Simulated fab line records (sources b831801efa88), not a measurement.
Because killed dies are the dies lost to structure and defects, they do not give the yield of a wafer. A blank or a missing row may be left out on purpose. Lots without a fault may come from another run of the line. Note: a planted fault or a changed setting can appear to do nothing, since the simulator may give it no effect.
fab line records	flow sfqLine
record lots=15	wafers=45	lastDay=90
route steps=325 shown L0@3
lots untouched by any fault: they come from a run of this same line in which no faults occurred
startH: start of the lot's first displayed wafer, in hours after the record's first day	waitH: hours from the lot's prior step to this one	" identical to the entry in the row above	L1.1+2: one row covering several wafers at once	- no value, or no start was given	* or withheld: withheld	< > ~ a bound
route shown NAME@n: names a module that has steps shown in the file, with the first one's number in the route	usual: the fault-free wafers' mean and standard deviation	same: alike in all rows	chamber/n: place in a boat	sites: per-site readings	_std_site: standard deviation of those values	_edge_site: outer sites' mean less inner sites'	radiusMm: how far each site lies from the wafer's centre	mask NAME#n: copy n	behind: tool/chamber where the wafer was last shaped	hold: why the lot was held/for how many hours/how that ended	device: the n, p or np transistor that did not switch	end of line: tests of these same wafers at the route's end	a step with no rows: only its recipe	killed: at the first sort, the dies lost to defects and structure; wafer yield is something else	map: the dies of a wafer, with x for killed, . for not killed, _ for no die there
set.NAME: the setting that was run; set.NAME@STEP: the one run at that earlier step	model.NAME: the simulator's own value behind a step, which no gauge read
the route's steps for a sample of lots (tables are steps, rows are wafers)
services: from which hour (startH, from the record's first day; less than 0 if before it) a tool's chamber was out of use, for how many hours, and why
## steps
# step SFQ_TRILAYER_L0_DEP_SPUTTER_003
# recipe material=MoNx_KI	basePressurePa=1.33e-06	targetThkNm=40	powerW=800	timeS=100	chamberPressurePa=0.4
# usual chamberPressurePa=0.4000/0.00081	throttleValvePct=30.2/1
lot.wafer	tool	chamber	startH	waitH	chamberPressurePa	throttleValvePct
L726.2	pvdSputter-05	-	12.49	0.0	0.4007	30.1
L726.3	"	-	"	"	0.4002	30.2
L726.4	"	-	"	"	0.3989	29.7
L727.3	pvdSputter-03	-	17.49	0.0	0.3998	28.8
L727.4	"	-	"	"	0.4018	28.9
L727.6	"	-	"	"	0.3992	30.9
L730.2	pvdSputter-05	-	32.49	0.0	0.3991	30.1
L730.4	"	-	"	"	0.3997	30.2
L730.6	"	-	"	"	0.4006	30.5
L731.2	pvdSputter-06	-	37.49	0.0	0.3991	30.4
L731.4	"	-	"	"	0.4006	28.8
L731.5	"	-	"	"	0.4006	31.6
L732.1	pvdSputter-05	-	42.49	0.0	0.4007	29.8
L732.5	"	-	"	"	0.3995	30.1
L732.6	"	-	"	"	0.4001	29.8
L733.1	pvdSputter-05	-	47.49	0.0	0.3991	30.5
L733.4	"	-	"	"	0.4003	30.1
L733.5	"	-	"	"	0.4004	31.3
L734.2	pvdSputter-06	-	52.49	0.0	0.4002	32.0
L734.3	"	-	"	"	0.4000	31.6
L734.6	"	-	"	"	0.4003	29.1
L735.2	pvdSputter-05	-	57.49	0.0	0.4003	30.6
L735.4	"	-	"	"	0.3997	30.0
L735.6	"	-	"	"	0.4004	30.8
L738.1	pvdSputter-05	-	72.49	0.0	0.4021	30.4
L738.2	"	-	"	"	0.3995	29.7
L738.5	"	-	"	"	0.3992	29.8
L739.2	pvdSputter-03	-	77.49	0.0	0.4002	31.2
L739.3	"	-	"	"	0.4010	28.7
L739.4	"	-	"	"	0.4000	29.6
L740.2	pvdSputter-06	-	82.49	0.0	0.4011	30.2
L740.5	"	-	"	"	0.4003	31.8
L740.6	"	-	"	"	0.4001	30.2
L741.1	pvdSputter-03	-	87.49	0.0	0.4004	31.3
L741.4	"	-	"	"	0.3984	29.4
L741.5	"	-	"	"	0.4003	29.1
L742.4	pvdSputter-03	-	92.49	0.0	0.4003	28.5
L742.5	"	-	"	"	0.4000	29.7
L742.6	"	-	"	"	0.3990	28.9
L743.2	pvdSputter-03	-	97.49	0.0	0.4015	28.9
L743.4	"	-	"	"	0.3991	31.3
L743.6	"	-	"	"	0.4001	28.8
L747.1	pvdSputter-05	-	117.49	0.0	0.3987	31.4
L747.2	"	-	"	"	0.4007	30.2
L747.6	"	-	"	"	0.4001	30.1
# step SFQ_L0_RS_MEAS_901
# recipe thkMeasGauge=four-point-probe	reads=MoNx_KI_of_TRILAYER_L0_DEP_SPUTTER_003
# usual L0_MONX_KI_RS=43.5/0.52
lot.wafer	tool	chamber	startH	waitH	L0_MONX_KI_RS[ohm/sq]
L726.2	filmMetro-03	-	12.58	0.1	43.3
L726.3	"	-	"	"	43.2
L726.4	"	-	"	"	43.6
L727.3	filmMetro-03	-	17.60	0.1	42.4
L727.4	"	-	"	"	42.7
L727.6	"	-	"	"	43.4
L730.2	filmMetro-01	-	32.58	0.1	43.3
L730.4	"	-	"	"	43.6
L730.6	"	-	"	"	43.5
L731.2	filmMetro-01	-	37.58	0.1	43.3
L731.4	"	-	"	"	42.8
L731.5	"	-	"	"	43.5
L732.1	filmMetro-04	-	42.56	0.0	43.6
L732.5	"	-	"	"	43.1
L732.6	"	-	"	"	43.4
L733.1	filmMetro-03	-	47.56	0.0	43.7
L733.4	"	-	"	"	43.9
L733.5	"	-	"	"	43.5
L734.2	filmMetro-04	-	52.58	0.1	44.2
L734.3	"	-	"	"	43.3
L734.6	"	-	"	"	43.1
L735.2	filmMetro-01	-	57.58	0.1	43.8
L735.4	"	-	"	"	44.3
L735.6	"	-	"	"	43.8
L738.1	filmMetro-01	-	72.56	0.0	42.9
L738.2	"	-	"	"	43.2
L738.5	"	-	"	"	43.2
L739.2	filmMetro-01	-	77.58	0.1	43.9
L739.3	"	-	"	"	43.5
L739.4	"	-	"	"	44.8
L740.2	filmMetro-01	-	82.58	0.1	43.2
L740.5	"	-	"	"	43.9
L740.6	"	-	"	"	43.6
L741.1	filmMetro-01	-	87.56	0.0	43.7
L741.4	"	-	"	"	71.8
L741.5	"	-	"	"	43.9
L742.4	filmMetro-03	-	92.62	0.1	69.6
L742.5	"	-	"	"	44.1
L742.6	"	-	"	"	43.8
L743.2	filmMetro-04	-	97.58	0.1	67.6
L743.4	"	-	"	"	67.9
L743.6	"	-	"	"	43.3
L747.1	filmMetro-04	-	117.56	0.0	43.8
L747.2	"	-	"	"	43.3
L747.6	"	-	"	"	43.4
# step SFQ_L0_THK_MEAS_902
# recipe thkMeasGauge=xrf	reads=MoNx_KI_of_TRILAYER_L0_DEP_SPUTTER_003
# usual L0_MONX_KI_THK=40.0/0.5
lot.wafer	tool	chamber	startH	waitH	L0_MONX_KI_THK[nm]
L726.2	filmMetro-03	-	12.69	0.1	40.2
L726.3	"	-	"	"	40.5
L726.4	"	-	"	"	39.9
L727.3	filmMetro-03	-	17.70	0.1	41.1
L727.4	"	-	"	"	40.8
L727.6	"	-	"	"	40.0
L730.2	filmMetro-01	-	32.69	0.1	39.6
L730.4	"	-	"	"	39.8
L730.6	"	-	"	"	40.1
L731.2	filmMetro-01	-	37.69	0.1	39.9
L731.4	"	-	"	"	40.6
L731.5	"	-	"	"	39.5
L732.1	filmMetro-04	-	42.68	0.1	40.2
L732.5	"	-	"	"	40.3
L732.6	"	-	"	"	40.2
L733.1	filmMetro-03	-	47.68	0.1	39.6
L733.4	"	-	"	"	39.5
L733.5	"	-	"	"	39.6
L734.2	filmMetro-04	-	52.69	0.1	39.5
L734.3	"	-	"	"	40.3
L734.6	"	-	"	"	40.4
L735.2	filmMetro-01	-	57.69	0.1	39.4
L735.4	"	-	"	"	39.5
L735.6	"	-	"	"	39.7
L738.1	filmMetro-01	-	72.68	0.1	40.9
L738.2	"	-	"	"	40.2
L738.5	"	-	"	"	40.3
L739.2	filmMetro-01	-	77.69	0.1	39.4
L739.3	"	-	"	"	39.9
L739.4	"	-	"	"	38.6
L740.2	filmMetro-01	-	82.69	0.1	40.1
L740.5	"	-	"	"	39.7
L740.6	"	-	"	"	39.8
L741.1	filmMetro-01	-	87.68	0.1	39.6
L741.4	"	-	"	"	24.0
L741.5	"	-	"	"	39.4
L742.4	filmMetro-03	-	92.71	0.1	25.0
L742.5	"	-	"	"	39.4
L742.6	"	-	"	"	39.6
L743.2	filmMetro-04	-	97.69	0.1	25.7
L743.4	"	-	"	"	25.7
L743.6	"	-	"	"	40.5
L747.1	filmMetro-04	-	117.68	0.1	39.7
L747.2	"	-	"	"	40.4
L747.6	"	-	"	"	40.0
# step SFQ_TRILAYER_L0_ETCH_METAL_ETCH_008
# recipe target=MoNx_KI	stopOn=SiO2	maskMaterial=PR	chemistry=SF6/O2	targetDepthNm=50	icpW=600	biasW=80	pressureMtorr=10	timeS=25
# usual drypumpMotorCurrentA=5.5/0.57	oesProductAu=0.874/0.0074
lot.wafer	tool	chamber	startH	waitH	drypumpMotorCurrentA	oesProductAu	rfHoursCounterH
L726.2	rieMetal-02	0	85.33	0.0	5.1	0.876	131
L726.3	"	0	"	"	5.0	0.880	-
L726.4	"	1	"	"	5.7	0.862	-
L727.3	rieMetal-01	1	94.95	0.0	6.6	0.890	-
L727.4	"	0	"	"	5.1	0.892	-
L727.6	"	0	"	"	5.1	0.868	-
L730.2	rieMetal-02	1	105.73	0.0	5.7	0.875	86
L730.4	"	0	"	"	5.0	0.873	-
L730.6	"	0	"	"	5.0	0.873	-
L731.2	rieMetal-02	0	110.53	0.0	5.0	0.870	135
L731.4	"	1	"	"	5.7	0.877	-
L731.5	"	1	"	"	5.7	0.878	-
L732.1	rieMetal-02	0	114.13	0.0	5.0	0.869	135
L732.5	"	1	"	"	5.7	0.883	-
L732.6	"	0	"	"	5.0	0.873	-
L733.1	rieMetal-02	1	119.06	0.0	5.7	0.876	88
L733.4	"	1	"	"	5.7	0.868	-
L733.5	"	1	"	"	5.8	0.877	-
L734.2	rieMetal-01	0	125.18	0.0	5.1	0.869	119
L734.3	"	1	"	"	6.6	0.874	-
L734.6	"	0	"	"	5.1	0.884	-
L735.2	rieMetal-01	0	129.98	0.0	5.1	0.869	120
L735.4	"	1	"	"	6.6	0.870	-
L735.6	"	1	"	"	6.6	0.876	-
L738.1	rieMetal-01	0	153.93	0.0	5.1	0.879	123
L738.2	"	1	"	"	6.6	0.891	91
L738.5	"	1	"	"	6.6	0.874	-
L739.2	rieMetal-03	0	161.13	0.0	5.1	0.860	120
L739.3	"	0	"	"	5.1	0.878	-
L739.4	"	1	"	"	5.2	0.861	-
L740.2	rieMetal-03	0	164.73	0.0	5.1	0.872	121
L740.5	"	1	"	"	5.2	0.873	-
L740.6	"	0	"	"	5.1	0.875	-
L741.1	rieMetal-03	1	173.13	0.0	5.3	0.869	104
L741.4	"	1	"	"	5.3	0.675	-
L741.5	"	0	"	"	5.1	0.868	-
L742.4	rieMetal-03	0	179.15	0.0	5.1	0.680	-
L742.5	"	0	"	"	5.1	0.866	-
L742.6	"	1	"	"	5.3	0.881	-
L743.2	rieMetal-02	1	186.33	0.0	5.7	0.693	98
L743.4	"	1	"	"	5.7	0.695	-
L743.6	"	1	"	"	5.7	0.874	-
L747.1	rieMetal-03	0	215.91	0.0	5.1	0.874	130
L747.2	"	1	"	"	5.2	0.879	111
L747.6	"	0	"	"	5.1	0.866	-
## services
tool	chamber	startH	hours	kind
pvdSputter-03	-	-1.15	3.3	repair
rieMetal-03	1	5.64	2.9	repair
rieMetal-02	-	15.01	1.1	repair
rieMetal-01	0	15.70	16.4	repair
rieMetal-03	-	16.47	1.2	repair
pvdSputter-03	2	16.61	-	consumableReplace:kit
pvdSputter-03	2	16.61	18.0	scheduledDown
pvdSputter-03	2	16.61	18.0	ventCycle
pvdSputter-06	-	27.92	2.8	repair
rieMetal-03	1	38.55	2.6	repair
rieMetal-03	0	41.26	4.2	repair
rieMetal-03	-	41.69	1.2	repair
rieMetal-02	1	72.24	3.4	repair
pvdSputter-06	-	84.12	0.8	repair
rieMetal-01	-	95.75	2.5	repair
rieMetal-01	-	113.85	4.7	repair
pvdSputter-06	-	181.17	2.0	repair
pvdSputter-05	1	183.99	-	consumableReplace:kit
pvdSputter-05	1	183.99	18.0	scheduledDown
pvdSputter-05	1	183.99	18.0	ventCycle
## key
firstSign step=SFQ_L0_RS_MEAS_901	reading=L0_MONX_KI_RS	direction=up	sigmas=50	usual=43.5	struck=69.2
effect step=SFQ_L0_THK_MEAS_902	reading=L0_MONX_KI_THK	direction=down	sigmas=30	usual=40.0	struck=25.1
effect step=SFQ_TRILAYER_L0_ETCH_METAL_ETCH_008	reading=oesProductAu	direction=down	sigmas=26	usual=0.874	struck=0.686
metAt SFQ_TRILAYER_L0_DEP_SPUTTER_003
struckLots L741,L742,L743
struckWafers L741.4,L742.4,L743.2,L743.4
onsetBetween 77.49 87.49
fault kind=processParameterDrift	tool=pvdSputter-03	chamber=-	onsetH=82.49	steps=SFQ_TRILAYER_L0_DEP_SPUTTER_003	channel=targetThkNm	offset=-14.633	shape=step	endH=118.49	scope=struckWafersOnly	actsIn=theseRecipesOnly	stated=40
